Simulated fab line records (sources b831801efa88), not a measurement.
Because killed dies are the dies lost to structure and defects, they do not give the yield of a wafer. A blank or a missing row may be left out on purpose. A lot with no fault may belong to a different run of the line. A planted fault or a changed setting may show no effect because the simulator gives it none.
fab line records | flow gf180mcu
record: lots: 7 | wafers: 21 | last-day: 33
route steps=602 shown V2@387
lots with no fault: from the same line, run without faults
start-h: start of the lot's first displayed wafer, in hours after the record's first day | wait-h: hours elapsed since this lot's preceding step | " unchanged from the row above | L1.1+2: one row covering several wafers at once | - value missing, or start not given | * or withheld: withheld | < > ~ a bound
route shown NAME@n: names a module that has steps shown in the file, with the first one's number in the route | usual: average and standard deviation across the fault-free wafers | same: alike in all rows | chamber/n: place in a boat | sites: readings site by site | _std_site: how widely they spread, as a standard deviation | _edge_site: mean of outer sites minus mean of inner sites | radius-mm: for every site, how far away it sits from the centre of the wafer | mask NAME#n: copy n | behind: the last tool/chamber to shape the wafer | hold: the reason the lot was held/the length of the hold in hours/how it ended | device: transistor that didn't switch, given as n, p or np | end of line: tests of these same wafers at the route's end | a step given without rows: its recipe and nothing more | killed: not the wafer's yield, but the dies lost to structure and defects at the first sort | map: a wafer's dies, marking killed ones x, the rest . and places with no die _
set.NAME: setting as actually run; set.NAME@STEP: the setting as run at that earlier step | model.NAME: the simulator's own value behind a step, which no gauge read
lots seen at some steps along the route; tables by step, rows by wafer
services: from which hour (start-h, from the record's first day; less than 0 if before it) a tool's chamber was out of use, for how many hours, and why
== steps ==
step: GF_V2_BOW_MEAS_05
recipe: mode: bow
usual: V2_BOW: 98/9.3
lot.wafer | tool          | chamber | start-h | wait-h | V2_BOW[um]
L255.3    | film-metro-03 | -       | 461.03  | 0.2    | 94
L255.4    | "             | -       | "       | "      | 91
L255.5    | "             | -       | "       | "      | 86
L262.1    | film-metro-01 | -       | 523.53  | 0.1    | 103
L262.2    | "             | -       | "       | "      | 125
L262.3    | "             | -       | "       | "      | 111
L264.1    | film-metro-03 | -       | 540.48  | 0.2    | 106
L264.5    | "             | -       | "       | "      | 95
L264.6    | "             | -       | "       | "      | 117
L265.2    | film-metro-01 | -       | 550.23  | 0.2    | 102
L265.3    | "             | -       | "       | "      | 98
L265.6    | "             | -       | "       | "      | 102
L266.1    | film-metro-03 | -       | 554.10  | 0.2    | 122
L266.5    | "             | -       | "       | "      | 104
L266.6    | "             | -       | "       | "      | 112
L267.4    | film-metro-04 | -       | 561.70  | 0.2    | 102
L267.5    | "             | -       | "       | "      | 112
L267.6    | "             | -       | "       | "      | 95
L271.1    | film-metro-03 | -       | 596.95  | 0.1    | 95
L271.5    | "             | -       | "       | "      | 99
L271.6    | "             | -       | "       | "      | 92
step: GF_V2_DEHYDRATE_06
recipe: temp-c: 200 | time-s: 60
step: GF_V2_HMDS_07
recipe: prime-time-s: 60 | prime-temp-c: 120
step: GF_V2_COAT_08
recipe: resist: BARC | temp-c: withheld | time-s: withheld | spin-rpm: withheld | resist-thk-nm: withheld
step: GF_V2_COAT_09
recipe: resist: KrF | spin-rpm: withheld | resist-thk-nm: 1000
step: GF_V2_SOFTBAKE_10
recipe: temp-c: 128.8 | time-s: 60 | resist: KrF
step: GF_V2_EXPOSE_11
recipe: mask-id: Via2 | target-cd-nm: 260 | na: 0.68 | source-shape: conventional | sigma-outer: 0.6 | dose-mj: 38
step: GF_V2_PEB_12
recipe: peb-temp-c: 135 | peb-time-s: 90 | resist: KrF
step: GF_V2_DEVELOP_13
recipe: develop-time-s: 60 | resist: KrF | dev-temp-c: 21
step: GF_V2_CD_MEAS_14
recipe: target-cd-nm: 260
usual: cd-nm: 260.4/1.5
lot.wafer | tool      | chamber | start-h | wait-h | cd-nm
L255.3    | cd-sem-01 | -       | 484.74  | 0.1    | 261.4
L255.4    | "         | -       | "       | "      | 260.3
L255.5    | "         | -       | "       | "      | 260.9
L262.1    | cd-sem-02 | -       | 546.17  | 0.1    | 260.2
L262.2    | "         | -       | "       | "      | 261.4
L262.3    | "         | -       | "       | "      | 260.1
L264.1    | cd-sem-01 | -       | 562.72  | 0.1    | 263.0
L264.5    | "         | -       | "       | "      | 263.3
L264.6    | "         | -       | "       | "      | 262.8
L265.2    | cd-sem-02 | -       | 572.69  | 0.1    | 261.0
L265.3    | "         | -       | "       | "      | 260.6
L265.6    | "         | -       | "       | "      | 259.8
L266.1    | cd-sem-01 | -       | 576.17  | 0.1    | 259.6
L266.5    | "         | -       | "       | "      | 259.8
L266.6    | "         | -       | "       | "      | 259.1
L267.4    | cd-sem-02 | -       | 584.13  | 0.1    | 262.5
L267.5    | "         | -       | "       | "      | 261.4
L267.6    | "         | -       | "       | "      | 263.8
L271.1    | cd-sem-02 | -       | 618.00  | 0.1    | 258.4
L271.5    | "         | -       | "       | "      | 259.3
L271.6    | "         | -       | "       | "      | 258.1
step: GF_V2_OVL_MEAS_15
usual: V2_OVL: 2/5.1
lot.wafer | tool       | chamber | start-h | wait-h | V2_OVL[nm]
L255.3    | overlay-01 | -       | 484.83  | 0.1    | 6
L255.4    | "          | -       | "       | "      | 5
L255.5    | "          | -       | "       | "      | -4
L262.1    | overlay-02 | -       | 546.29  | 0.1    | -2
L262.2    | "          | -       | "       | "      | -6
L262.3    | "          | -       | "       | "      | 4
L264.1    | overlay-01 | -       | 562.84  | 0.1    | 6
L264.5    | "          | -       | "       | "      | 2
L264.6    | "          | -       | "       | "      | 7
L265.2    | overlay-01 | -       | 572.80  | 0.1    | 4
L265.3    | "          | -       | "       | "      | 9
L265.6    | "          | -       | "       | "      | 6
L266.1    | overlay-02 | -       | 576.29  | 0.1    | 7
L266.5    | "          | -       | "       | "      | 8
L266.6    | "          | -       | "       | "      | 3
L267.4    | overlay-01 | -       | 584.21  | 0.1    | -6
L267.5    | "          | -       | "       | "      | -2
L267.6    | "          | -       | "       | "      | 7
L271.1    | overlay-02 | -       | 618.12  | 0.1    | -5
L271.5    | "          | -       | "       | "      | 3
L271.6    | "          | -       | "       | "      | 6
step: GF_V2_ETCH_16
recipe: chemistry: N2/H2 | target-depth-a: withheld | overetch-a: withheld | time-s: withheld | target: BARC | ion-energy-ev: 200 | source-w: 500 | bias-w: 100 | pressure-mtorr: 30 | n2-flow-sccm: 100 | h2-flow-sccm: 200
usual: bias-w: 99.97/0.28 | chamber-pressure-mTorr: 30.00/0.03 | drypump-motor-current-A: 5.8/0.45 | oes-product-au: 0.854/0.0048 | throttle-valve-pct: 13.224/0.0097
lot.wafer | tool        | chamber | start-h | wait-h | bias-w | chamber-pressure-mTorr | drypump-motor-current-A | oes-product-au | throttle-valve-pct
L255.3    | rie-diel-01 | 0       | 484.85  | 0.0    | 99.36  | 30.00                  | 4.7                     | 0.856          | 13.232
L255.4    | "           | 1       | "       | "      | 99.34  | 29.97                  | 5.4                     | 0.856          | 13.219
L255.5    | "           | 1       | "       | "      | 99.54  | 30.01                  | 5.4                     | 0.853          | 13.238
L262.1    | rie-diel-03 | 3       | 546.33  | 0.0    | 99.86  | 29.97                  | 6.4                     | 0.851          | 13.221
L262.2    | "           | 0       | "       | "      | 99.89  | 30.00                  | 6.1                     | 0.860          | 13.218
L262.3    | "           | 1       | "       | "      | 100.40 | 29.96                  | 5.7                     | 0.851          | 13.231
L264.1    | rie-diel-01 | 1       | 562.88  | 0.0    | 100.47 | 29.96                  | 5.4                     | 0.854          | 13.226
L264.5    | "           | 1       | "       | "      | 99.97  | 30.00                  | 5.4                     | 0.850          | 13.238
L264.6    | "           | 2       | "       | "      | 100.05 | 30.03                  | 5.9                     | 0.844          | 13.217
L265.2    | rie-diel-01 | 0       | 572.83  | 0.0    | 100.01 | 29.97                  | 4.7                     | 0.861          | 13.219
L265.3    | "           | 2       | "       | "      | 100.03 | 30.01                  | 6.0                     | 0.860          | 13.223
L265.6    | "           | 0       | "       | "      | 99.46  | 29.98                  | 4.7                     | 0.866          | 13.217
L266.1    | rie-diel-01 | 2       | 576.33  | 0.0    | 100.19 | 29.95                  | 5.9                     | 0.853          | 13.236
L266.5    | "           | 0       | "       | "      | 100.44 | 30.01                  | 4.7                     | 0.855          | 13.221
L266.6    | "           | 3       | "       | "      | 99.82  | 29.95                  | 6.2                     | 0.852          | 13.228
L267.4    | rie-diel-03 | 1       | 584.23  | 0.0    | 99.63  | 30.01                  | 5.7                     | 0.844          | 13.225
L267.5    | "           | 0       | "       | "      | 99.94  | 30.05                  | 6.1                     | 0.858          | 13.232
L267.6    | "           | 3       | "       | "      | 99.62  | 30.00                  | 6.4                     | 0.855          | 13.221
L271.1    | rie-diel-03 | 3       | 618.15  | 0.0    | 100.04 | 29.94                  | 6.3                     | 0.854          | 13.238
L271.5    | "           | 1       | "       | "      | 99.77  | 29.98                  | 5.7                     | 0.858          | 13.227
L271.6    | "           | 2       | "       | "      | 100.09 | 30.04                  | 5.9                     | 0.852          | 13.217
step: GF_V2_ETCH_17
recipe: chemistry: C4F8/O2/Ar | mask-material: KrF | target: SiO2 | stop-on: TiN | source-w: 1500 | bias-w: 1200 | pressure-mtorr: 40 | c4f8-flow-sccm: withheld | O2_flow_sccm: 6 | Ar_flow_sccm: 300 | time-s: withheld | target-depth-a: 6300
usual: bias-w: 1200/3.6 | chamber-pressure-mTorr: 40.01/0.038 | oes-product-au: 0.856/0.0048
lot.wafer | tool        | chamber | start-h | wait-h | bias-w | chamber-pressure-mTorr | oes-product-au
L255.3    | rie-diel-01 | 0       | 484     | -      | 1199   | 39.94                  | 0.861
L255.4    | "           | 1       | "       | "      | 1197   | 40.06                  | 0.854
L255.5    | "           | 1       | "       | "      | 1200   | 40.10                  | 0.853
L262.1    | rie-diel-03 | 3       | 546     | -      | 1203   | 40.02                  | 0.861
L262.2    | "           | 0       | "       | "      | 1199   | 39.99                  | 0.864
L262.3    | "           | 1       | "       | "      | 1204   | 40.01                  | 0.855
L264.1    | rie-diel-01 | 1       | 562     | -      | -      | -                      | -
L264.5    | "           | 1       | "       | "      | -      | -                      | -
L264.6    | "           | 2       | "       | "      | -      | -                      | -
L265.2    | rie-diel-01 | 0       | 572     | -      | -      | -                      | -
L265.3    | "           | 2       | "       | "      | -      | -                      | -
L265.6    | "           | 0       | "       | "      | -      | -                      | -
L266.1    | rie-diel-01 | 2       | 576     | -      | -      | -                      | -
L266.5    | "           | 0       | "       | "      | -      | -                      | -
L266.6    | "           | 3       | "       | "      | -      | -                      | -
L267.4    | rie-diel-03 | 1       | 584     | -      | 1201   | 39.99                  | 0.861
L267.5    | "           | 0       | "       | "      | 1196   | 40.03                  | 0.856
L267.6    | "           | 3       | "       | "      | 1205   | 39.98                  | 0.857
L271.1    | rie-diel-03 | 3       | 618     | -      | 1201   | 39.95                  | 0.861
L271.5    | "           | 1       | "       | "      | 1206   | 40.07                  | 0.850
L271.6    | "           | 2       | "       | "      | 1195   | 40.00                  | 0.862
step: GF_V2_STRIP_18
recipe: chemistry: O2/N2 | power-w: 1400 | pressure-mtorr: 1500 | platen-temp-c: 250 | o2-flow-sccm: 3000 | n2-flow-sccm: 300 | overash-fraction: 0.5
usual: chamber-pressure-mTorr: 1500.0/1.4 | drypump-motor-current-A: 5.4/0.45 | heater-power-w: 341/55 | o2-flow-sccm: 3001/8.9 | oes-product-au: 0.593/0.0049
same: overash-fraction: 0.5
lot.wafer | tool            | chamber | start-h | wait-h | chamber-pressure-mTorr | drypump-motor-current-A | heater-power-w | o2-flow-sccm | oes-product-au | rf-hours-counter-h
L255.3    | plasma-asher-02 | 0       | 485.02  | -      | 1500.6                 | 5.9                     | 466            | 3012         | 0.597          | -
L255.4    | "               | 1       | "       | "      | 1500.7                 | 4.9                     | 340            | 2995         | 0.588          | -
L255.5    | "               | 0       | "       | "      | 1500.4                 | 6.0                     | 457            | 3001         | 0.599          | -
L262.1    | plasma-asher-04 | 0       | 546.46  | -      | 1499.7                 | 5.8                     | 273            | 2992         | 0.596          | 91
L262.2    | "               | 1       | "       | "      | 1498.5                 | 4.7                     | 380            | 2988         | 0.592          | 91
L262.3    | "               | 1       | "       | "      | 1501.3                 | 4.7                     | 388            | 3000         | 0.590          | -
L264.1    | plasma-asher-01 | 0       | 563.01  | -      | 1496.7                 | 5.7                     | 308            | 2994         | 0.665          | 14
L264.5    | "               | 1       | "       | "      | 1498.6                 | 5.4                     | 350            | 3002         | 0.666          | -
L264.6    | "               | 0       | "       | "      | 1498.5                 | 5.8                     | 304            | 2989         | 0.668          | -
L265.2    | plasma-asher-01 | 0       | 572.95  | -      | 1500.2                 | 5.7                     | 311            | 3000         | 0.669          | 15
L265.3    | "               | 1       | "       | "      | 1501.6                 | 5.4                     | 343            | 2998         | 0.665          | -
L265.6    | "               | 1       | "       | "      | 1500.1                 | 5.4                     | 344            | 2984         | 0.673          | -
L266.1    | plasma-asher-04 | 1       | 576.45  | -      | 1499.0                 | 4.7                     | 392            | 3005         | 0.671          | 95
L266.5    | "               | 0       | "       | "      | 1502.1                 | 5.8                     | 274            | 3007         | 0.679          | -
L266.6    | "               | 1       | "       | "      | 1498.8                 | 4.7                     | 381            | 3003         | 0.668          | -
L267.4    | plasma-asher-04 | 1       | 584.39  | -      | 1502.5                 | 4.7                     | 391            | 3005         | 0.593          | -
L267.5    | "               | 1       | "       | "      | 1499.1                 | 4.7                     | 388            | 3004         | 0.593          | -
L267.6    | "               | 0       | "       | "      | 1499.9                 | 5.8                     | 270            | 2986         | 0.593          | -
L271.1    | plasma-asher-01 | 0       | 618.28  | -      | 1497.5                 | 5.7                     | 305            | 2989         | 0.590          | 19
L271.5    | "               | 0       | "       | "      | 1499.7                 | 5.7                     | 314            | 3002         | 0.597          | -
L271.6    | "               | 1       | "       | "      | 1499.9                 | 5.4                     | 342            | 3018         | 0.597          | -
step: GF_V2_STRIP_19
recipe: chemistry: post-etch-residue-remover | time-s: 1200 | temp-c: 72.5
== services ==
tool            | chamber | start-h | hours | kind
plasma-asher-02 | -       | 483.38  | 1.5   | repair
rie-diel-01     | 2       | 515.06  | 8.7   | repair
plasma-asher-02 | -       | 537.99  | 14.6  | pm
rie-diel-01     | 1       | 539.28  | 3.5   | repair
plasma-asher-04 | -       | 543.61  | 2.6   | repair
plasma-asher-02 | -       | 572.41  | 1.2   | repair
rie-diel-03     | 1       | 591.46  | -     | clean
rie-diel-03     | 1       | 591.46  | 19.6  | scheduled-down
rie-diel-03     | 1       | 591.46  | 19.6  | vent-cycle
rie-diel-03     | 3       | 595.78  | 10.2  | repair
plasma-asher-01 | -       | 599.88  | 2.1   | repair
== key ==
first-sign: step: GF_V2_ETCH_17 | reading: tool-record | direction: missing
effect: step: GF_V2_STRIP_18 | reading: oes-product-au | direction: up | sigmas: 16 | usual: 0.593 | struck: 0.670
met-at GF_V2_ETCH_17
struck-wafers L264.1,L264.5,L264.6,L265.2,L265.3,L265.6,L266.1,L266.5,L266.6
later-rows-left-out L264.1,L264.5,L264.6,L265.2,L265.3,L265.6,L266.1,L266.5,L266.6
sort-left-out L264.1,L264.5,L264.6,L265.2,L265.3,L265.6,L266.1,L266.5,L266.6
onset-between 484 562
fault: kind: skipped-step-whole | tool: rie-diel-01 | chamber: - | onset-h: 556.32 | steps: GF_V2_ETCH_17 | scope: struck-lots-only
sort-left-out: the simulated sort isn't trusted on such a fault, so these wafers' sort isn't shown, and their yield isn't known
later-rows-left-out: the simulator's readings of these wafers behind a module that went badly wrong aren't trusted and aren't shown, but for the sort
